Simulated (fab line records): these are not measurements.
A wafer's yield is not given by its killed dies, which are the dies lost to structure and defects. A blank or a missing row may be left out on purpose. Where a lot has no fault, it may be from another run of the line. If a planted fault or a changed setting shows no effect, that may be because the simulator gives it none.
What tool caused it? -- flow sky130 -- 24 lots with 72 wafers sampled at 2 steps, on a route of 708 steps

WHAT THE GAUGES READ, wafer by wafer
SKY_VIA2_BOW_MEAS_03. Usual: for VIA2_BOW the level is 85 um and the standard deviation is 7.6.
lot,measured,on,VIA2_BOW (um),flag
L074,day 34 21:59,film-metro-02,82 81 85,
L075,day 35 12:46,film-metro-03,81 86 78,
L076,day 35 18:19,film-metro-01,83 89 85,
L077,day 36 00:29,film-metro-02,92 79 91,
L078,day 36 03:31,film-metro-03,87 90 81,
L079,day 36 14:02,film-metro-03,89 82 89,
L080,day 37 05:48,film-metro-02,77 73 83,
L081,day 37 19:18,film-metro-02,70 101 79,
L082,day 38 16:17,film-metro-02,87 82 89,
L083,day 38 20:28,film-metro-03,85 95 88,
L085,day 39 00:53,film-metro-03,86 84 92,
L084,day 39 02:11,film-metro-01,90 81 96,
L086,day 39 05:13,film-metro-02,81 88 90,
L088,day 39 18:12,film-metro-03,105 88 87,
L087,day 40 01:41,film-metro-02,79 72 72,
L090,day 40 13:22,film-metro-02,92 86 94,
L089,day 40 14:15,film-metro-02,103 88 92,
L091,day 40 22:55,film-metro-03,91 93 98,
L092,day 40 23:46,film-metro-03,82 80 68,
L093,day 41 02:57,film-metro-03,95 85 90,
L095,day 41 11:50,film-metro-01,77 77 94,
L094,day 41 13:38,film-metro-01,76 67 77,
L096,day 41 20:36,film-metro-03,90 87 88,
L097,day 41 23:00,film-metro-03,83 95 86,

SKY_CAPM_OVL_MEAS_12. Usual: for CAPM_OVL the level is -1.1 nm and the standard deviation is 1.4.
lot,measured,on,CAPM_OVL (nm),flag
L074,day 37 03:03,overlay-02,-1.9 -0.2 -2.4,
L075,day 37 19:13,overlay-01,-0.8 0.5 -0.8,
L076,day 37 23:06,overlay-02,-3.5 -3.0 -3.8,
L077,day 38 05:19,overlay-01,-1.3 2.1 0.2,
L078,day 38 09:42,overlay-02,-2.8 -1.5 -1.6,
L079,day 38 20:05,overlay-02,-1.4 -1.4 -2.9,
L080,day 39 08:55,overlay-01,-4.0 -1.1 -1.7,
L081,day 39 23:10,overlay-02,-0.2 0.9 1.4,
L082,day 40 18:32,overlay-01,-1.5 0.4 -0.4,
L083,day 40 22:27,overlay-02,-0.2 -0.8 -2.8,
L085,day 41 04:23,overlay-01,-2.4 -2.3 -0.6,
L084,day 41 04:41,overlay-02,-0.3 -0.3 -0.8,
L086,day 41 07:41,overlay-02,-0.9 -1.8 -1.1,
L088,day 41 19:19,overlay-01,-1.1 0.2 2.0,
L087,day 42 04:23,overlay-02,-2.0 -2.1 -0.5,
L090,day 42 14:19,overlay-01,0.1 0.8 1.2,
L089,day 42 15:48,overlay-02,-3.1 -1.3 -2.1,
L091,day 42 22:59,overlay-01,-2.5 -3.0 -2.6,
L092,day 42 23:52,overlay-02,-4.1 -2.3 -1.3,
L093,day 43 03:46,overlay-01,1.6 1.6 2.3,
L095,day 43 10:50,overlay-02,1.8 -1.9 -2.5,
L094,day 43 13:42,overlay-01,0.6 -0.2 -0.2,
L096,day 43 20:15,overlay-01,-0.1 -1.4 -0.6,
L097,day 43 21:09,overlay-01,-0.8 1.1 -1.2,

WHICH TOOL RAN EACH LOT (tool, then ch and the chambers of the sampled wafers, then the start)
Record: no process step prior to these readings.

WHAT THE TOOLS THEMSELVES READ (means of the sampled wafers that have a number; where no wafer has one, the mark that the record gives instead)
The record holds no such reading with a usual standard deviation.

THE ANSWER, worked out from the rows above alone
Rule: take the mean of a lot's wafers that have a number; if it is more than 3 standard deviations from the usual mean, the lot is off. A lot without any number at a reading at which 4 lots or more have one is off too. The other lots that the step has rows for count as sound. Order of review: gauges by route order, followed by the tools' own readings, for which a lot's mean as printed above is used. The first step at which some lot is off is used, and at that step the reading that is off furthest; a lot without a number counts as furthest.
No lot is off at any reading shown: from this, nothing can be told.

WHAT THE SIMULATOR PUT IN
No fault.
